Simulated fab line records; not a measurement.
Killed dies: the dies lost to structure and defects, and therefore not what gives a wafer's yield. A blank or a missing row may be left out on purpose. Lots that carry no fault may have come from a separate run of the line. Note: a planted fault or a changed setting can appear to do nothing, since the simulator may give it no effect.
A lot that was struck, set against a sound lot -- flow sky130 -- 21 steps out of a route of 708
Sound: the wafers L466.2, L466.4, L466.6. Wafers struck: L469.1, L469.3, L469.5. At the end, the cause is stated.
Each step with rows lists, per side, the tool, then ch with its chambers, then its first start. Under that, the readings that differ: sound wafers -- struck wafers -- difference of the means -- sigmas: that difference in standard deviations of wafers without a fault.
alike: readings whose means differ by less than 2 such deviations, and words and numbers that are the same on both sides. not compared: withheld readings, readings that some wafer has no value for, bounds like >300 that may hide the same value, and numbers for which the record gives no deviation and whose values overlap.
Wherever a step has rows on one side only, a row that says differs or no value, or a row with sigmas, the two part there. Non-overlapping numbers with no deviation appear without sigmas and do not part them. A reading missing from all wafers of one side parts the sides only when that side holds two or more wafers.

first, 1 step without rows for these wafers: SKY_RES_XHIGH_IMPLANT_07.
SKY_RES_XHIGH_STRIP_08: strips in O2/N2.
  sound on plasmaAsher-03 ch 0, day 27 22:31; struck on plasmaAsher-02 ch 0,1, day 28 21:37
reading,sound,struck,difference,sigmas
o2FlowSccm (sccm),3018 3013 3001,3000 2989 2979,-21,-2
  alike: drypumpMotorCurrentA, oesProductAu, stripTimeToEndpointS
  not compared: rfHoursCounterH
SKY_RES_XHIGH_TW_MEAS_09:
  struck on filmMetro-04, day 28 21:43; sound on filmMetro-02, day 27 22:37
  alike: RES_XHIGH_TW
then, 7 steps without rows for these wafers: SKY_SD_N_DEHYDRATE_00 (time 60 s); SKY_SD_N_HMDS_01 (prime time 60 s); SKY_SD_N_COAT_02 (resist thk 1140 nm); SKY_SD_N_SOFTBAKE_03 (time 60 s); SKY_SD_N_EXPOSE_04 (exposes mask NSDM, target cd 380 nm); SKY_SD_N_PEB_05; SKY_SD_N_DEVELOP_06 (develop time 60 s).
SKY_SD_N_CD_MEAS_07 targets a cd of 380 nm.
  struck on cdSem-02, day 30 02:31; sound on cdSem-02, day 29 02:29
  alike: cdNm
SKY_SD_N_OVL_MEAS_08:
  struck on overlay-01, day 30 02:38; sound on overlay-01, day 29 02:35
reading,sound,struck,difference,sigmas
SD_N_OVL (nm),-2.2 -1.7 -1.3,1.4 1.4 2.9,+3.6,+2
SKY_SD_N_IMPLANT_09:
  sound on implanter-03 ch 0, day 29 02:38; struck on implanter-03 ch 0, day 30 02:40
reading,sound,struck,difference,sigmas
beamEnergyKeV,50.044 50.011 50.009,45.346 45.384 45.362,-4.657,-99 or more
model.implant.rpNm (nm),32.35 32.35 32.35,29.46 29.46 29.46,-2.89,
model.implant.drpNm (nm),14.11 14.11 14.11,13.12 13.12 13.12,-0.99,
  alike: faradayCurrentUA
after that, 1 step had no rows for these wafers: SKY_SD_N_IMPLANT_10.
SKY_SD_N_STRIP_11: strips in O2/N2.
  sound on plasmaAsher-04 ch 0,1, day 29 02:55; struck on plasmaAsher-03 ch 0,1, day 30 02:58
reading,sound,struck,difference,sigmas
oesProductAu (a.u.),0.521 0.524 0.526,0.540 0.532 0.529,+0.010,+2
stripTimeToEndpointS (s),22.64 22.60 22.59,21.84 21.86 21.87,-0.75,-14
  alike: drypumpMotorCurrentA, o2FlowSccm
  not compared: rfHoursCounterH
SKY_SD_N_TW_MEAS_12:
  struck on filmMetro-01, day 30 03:04; sound on filmMetro-02, day 29 03:02
  alike: SD_N_TW
then, 1 step without rows for these wafers: SKY_SD_N_CLEAN_13 (cleans in SC1/SC2, time 150 s).
SKY_SD_N_RTA_14: time 2 s.
  sound on rtpAnneal-01 ch 0, day 29 03:09; struck on rtpAnneal-02 ch 0, day 30 03:11
  alike: annealTempCMax, lampPowerPct, wafer_temp_C_max
SKY_SD_N_RS_MEAS_16: a four-point-probe measurement.
  struck on filmMetro-02, day 30 03:21; sound on filmMetro-01, day 29 03:20
reading,sound,struck,difference,sigmas
SD_N_RS (ohm/sq),68.42 68.51 68.47,72.09 72.04 72.11,+3.61,+36
SKY_SD_N_RS_MEAS_17: a four-point-probe measurement.
  struck on filmMetro-02, day 30 03:28; sound on filmMetro-01, day 29 03:27
  alike: SD_P_RS
-- here the record skips 17 days between the struck wafers' starts before and after, leaving off in module SD_N and picking up in module PAD_OPEN (first step shown: number 708 of the route) --
SKY_PAD_OPEN_PROBE_99:
  struck on prober-02, day 47 14:52; sound on prober-01, day 46 19:59
reading,sound,struck,difference,sigmas
killedAtFrontEnd,6 5 7,15 14 21,+11,+2
model.etest.resNdiff.lineOhmUm,749.2 758 771.7,787.6 784.3 792.7,+28.6,
model.etest.resNdiff.rsOhmSq,120.4 119.7 119.5,126 124.9 125.5,+6,
model.etest.resNdiffHv.rsOhmSq,114.4 113.6 114.6,118.5 118.6 119.5,+4.7,
  alike: killed_at_M0_to_M3, killed_at_M4_up, killedAtContacts, killedDies, killedOpen, killedShort

WHERE THEY PART
Last at SKY_PAD_OPEN_PROBE_99 as far as this record goes, first at SKY_RES_XHIGH_STRIP_08.

WHY: whatever the simulator had introduced
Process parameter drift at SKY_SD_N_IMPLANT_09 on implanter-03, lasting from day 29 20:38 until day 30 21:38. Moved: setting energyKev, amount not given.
